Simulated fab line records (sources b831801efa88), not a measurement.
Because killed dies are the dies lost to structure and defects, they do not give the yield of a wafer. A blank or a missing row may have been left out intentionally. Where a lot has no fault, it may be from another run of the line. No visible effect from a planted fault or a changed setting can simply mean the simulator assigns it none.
Tool commonality check ; flow gf180mcu ; Sample size 11 lots and 39 wafers

== REASON IT WAS OPENED ==
Of 11 lots, 2 have the reading VT_IMPLANT_4_TW flagged at GF_VT_IMPLANT_TW_MEAS_43. No-fault wafers: 691, standard deviation 6.8.
Rule: a lot is flagged when every wafer of it that has a number lies more than 4 standard deviations from that mean, or none has a number. All remaining lots are regarded as sound.

lot;measured;on;VT_IMPLANT_4_TW, wafer by wafer;flag
L380;day 7 12:15;film_metro-03;693 696 695;
L384;day 8 15:36;film_metro-03;30 30 30 30 30 30;FLAGGED
L385;day 9 00:50;film_metro-01;30 30 30 30 30 30;FLAGGED
L386;day 9 04:43;film_metro-02;682 681 686;
L396;day 12 00:52;film_metro-02;677 683 687;
L397;day 12 07:23;film_metro-01;692 692 694;
L398;day 12 14:10;film_metro-02;684 681 685;
L399;day 12 21:37;film_metro-02;681 680 686;
L400;day 13 04:01;film_metro-03;694 694 696;
L401;day 13 11:55;film_metro-02;686 686 683;
L403;day 14 00:35;film_metro-02;690 691 688;
On average the flagged lots' numbers are 30, which is -661 against the usual, or -97 standard deviations.

== TOOL THAT RAN EACH LOT ==
The record holds 3 process steps before the reading, out of a route of 602 steps. In each cell: the tool, then ch and the chambers that the sampled wafers went through, then the start.
lot;flag;GF_NWELL_STRIP_10;GF_VT_IMPLANT_STRIP_31;GF_VT_IMPLANT_STRIP_42
L380;;plasma_asher-03 ch 0,1, day 3 07:47;plasma_asher-04 ch 0,1, day 6 20:32;plasma_asher-01 ch 0,1, day 7 12:09
L384;FLAGGED;plasma_asher-03 ch 0,1, day 4 04:54;plasma_asher-04 ch 0,1, day 7 22:29;plasma_asher-01 ch 0,1, day 8 15:30
L385;FLAGGED;plasma_asher-04 ch 0,1, day 4 12:33;plasma_asher-01 ch 0,1, day 8 08:07;plasma_asher-01 ch 0,1, day 9 00:44
L386;;plasma_asher-04 ch 0,1, day 4 15:45;plasma_asher-01 ch 0,1, day 8 11:47;plasma_asher-01 ch 0,1, day 9 04:37
L396;;plasma_asher-03 ch 0,1, day 6 23:01;plasma_asher-01 ch 0,1, day 11 06:06;plasma_asher-01 ch 0,1, day 12 00:46
L397;;plasma_asher-04 ch 0,1, day 7 05:09;plasma_asher-01 ch 0,1, day 11 12:23;plasma_asher-03 ch 0,1, day 12 07:17
L398;;plasma_asher-01 ch 0,1, day 7 10:36;plasma_asher-03 ch 0,1, day 11 19:01;plasma_asher-01 ch 0,1, day 12 14:04
L399;;plasma_asher-01 ch 0,1, day 7 15:46;plasma_asher-04 ch 0,1, day 12 01:54;plasma_asher-01 ch 0, day 12 21:31
L400;;plasma_asher-04 ch 0,1, day 7 21:06;plasma_asher-03 ch 0,1, day 12 08:20;plasma_asher-03 ch 0,1, day 13 03:56
L401;;plasma_asher-01 ch 0,1, day 8 04:03;plasma_asher-01 ch 0, day 12 15:37;plasma_asher-03 ch 1, day 13 11:48
L403;;plasma_asher-04 ch 0,1, day 8 15:03;plasma_asher-01 ch 0,1, day 13 04:11;plasma_asher-04 ch 0,1, day 14 00:29
What the steps here do:
- GF_NWELL_STRIP_10: strips in O2/N2.
- GF_VT_IMPLANT_STRIP_31: strips in O2/N2.
- GF_VT_IMPLANT_STRIP_42: strips in O2/N2.
- GF_VT_IMPLANT_TW_MEAS_43

== FLAGGED OVER TOTAL, TOOL BY TOOL (the gauges that took the reading come last) ==
step;tool;lots run;flagged;share of the flagged lots;sound lots run after its first flagged lot
GF_NWELL_STRIP_10;plasma_asher-01;3;0;none;-
GF_NWELL_STRIP_10;plasma_asher-03;3;1;some;1 (L396)
GF_NWELL_STRIP_10;plasma_asher-04;5;1;some;4 (L386,L397,L400,L403)
GF_VT_IMPLANT_STRIP_31;plasma_asher-01;6;1;some;5 (L386,L396,L397,L401,L403)
GF_VT_IMPLANT_STRIP_31;plasma_asher-03;2;0;none;-
GF_VT_IMPLANT_STRIP_31;plasma_asher-04;3;1;some;1 (L399)
GF_VT_IMPLANT_STRIP_42;plasma_asher-01;7;2;all;4 (L386,L396,L398,L399)
GF_VT_IMPLANT_STRIP_42;plasma_asher-03;3;0;none;-
GF_VT_IMPLANT_STRIP_42;plasma_asher-04;1;0;none;-
GF_VT_IMPLANT_TW_MEAS_43;film_metro-01;2;1;some;1 (L397)
GF_VT_IMPLANT_TW_MEAS_43;film_metro-02;6;0;none;-
GF_VT_IMPLANT_TW_MEAS_43;film_metro-03;3;1;some;1 (L400)

== WHAT THE TABLE ALLOWS ==
Rows of the table that ran each flagged lot: 1, that is plasma_asher-01 at GF_VT_IMPLANT_STRIP_42.
- plasma_asher-01 at GF_VT_IMPLANT_STRIP_42 ran 7 lots, 2 of them flagged. Sound lots followed the first flagged one (L386, L396, L398, L399) on it, something a lasting fault affecting the whole tool could not allow. Its own readings (strip_time_to_endpoint_s) fall more than 4 standard deviations out on all wafers of the flagged lots.
Not one row of the table ran every flagged lot while running no sound lot after the first.

== WHAT THE SIMULATOR HAD PUT IN ==
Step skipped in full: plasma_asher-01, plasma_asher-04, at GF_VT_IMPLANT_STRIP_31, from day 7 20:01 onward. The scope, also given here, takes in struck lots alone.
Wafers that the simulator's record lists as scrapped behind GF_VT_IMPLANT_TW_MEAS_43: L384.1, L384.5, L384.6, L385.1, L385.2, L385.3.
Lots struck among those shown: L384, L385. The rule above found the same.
